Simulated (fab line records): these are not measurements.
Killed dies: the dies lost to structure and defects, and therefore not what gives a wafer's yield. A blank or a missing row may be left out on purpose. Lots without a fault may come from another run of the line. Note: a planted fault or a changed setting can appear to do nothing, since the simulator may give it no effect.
2 desks looking at one fault -- flow sky130 -- each desk has only its own numbers; what lay behind them comes last

== FOR THE TOOL OWNER'S DESK: implanter-02 ==
The tool's own readings at SKY_NWELL_IMPLANT_12: means of the sampled wafers that have a number, for each lot that ran on this tool. If a lot's mean is further than 4 standard deviations from the usual mean, the lot is out of limits and carries the mark OUT (the distance appears in the brackets).
Columns: A = beam energy keV at SKY_NWELL_IMPLANT_12, usual 120.00
lot,first seen here,A
L220,day 4 17:39,120.01
L227,day 6 12:52,120.00
L232,day 7 17:38,105.78 (-99 or more) OUT
L235,day 8 08:59,105.71 (-99 or more) OUT
This desk's verdict: out of limits on L232, L235, starting with L232 at day 7 17:38 (beam energy keV at SKY_NWELL_IMPLANT_12). Within limits: L220, L227.

== AT THE METROLOGY DESK ==
What the gauges read, lot by lot, whatever tool the lot ran on: means of the sampled wafers that have a number. If a lot's mean is further than 4 standard deviations from the usual mean, the lot is out of limits and carries the mark OUT (the distance appears in the brackets).
Columns: A = LI_CONTACT_W_THK at SKY_LI_CONTACT_THK_MEAS_23, usual 409 nm; B = CONTACT_W_THK at SKY_CONTACT_THK_MEAS_26, usual 341 nm
lot,first seen here,A,B
L219,day 29 02:35,404,342
L220,day 29 08:21,415,335
L222,day 30 12:36,415,335
L224,day 31 01:55,413,349
L225,day 31 13:33,410,350
L227,day 32 02:59,408,340
L232,day 33 11:44,405,336
L234,day 34 04:35,406,337
L235,day 34 05:36,403,334
L239,day 35 16:38,407,346
L240,day 35 23:46,412,346
L241,day 36 07:37,407,345
L242,day 36 12:47,409,342
This desk's finding: nothing out of limits on any of the 13 lots.

== TAKEN TOGETHER ==
On L232, L235, at day 7 17:38, an alarm was possible from the tool owner's desk.
Metrology desk: nothing out of limits seen.
The metrology desk has L232, L235 on record, within its limits.
SKY_NWELL_IMPLANT_12 was run on implanter-02 by each of the lots named.

== WHAT THE SIMULATOR HAD PUT IN ==
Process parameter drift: implanter-02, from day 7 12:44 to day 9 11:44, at SKY_NWELL_IMPLANT_12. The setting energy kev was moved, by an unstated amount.
Struck lots among those shown: L232, L235.
Hours from the fault's start to each desk's first reading out of limits: the tool owner's desk, 5.
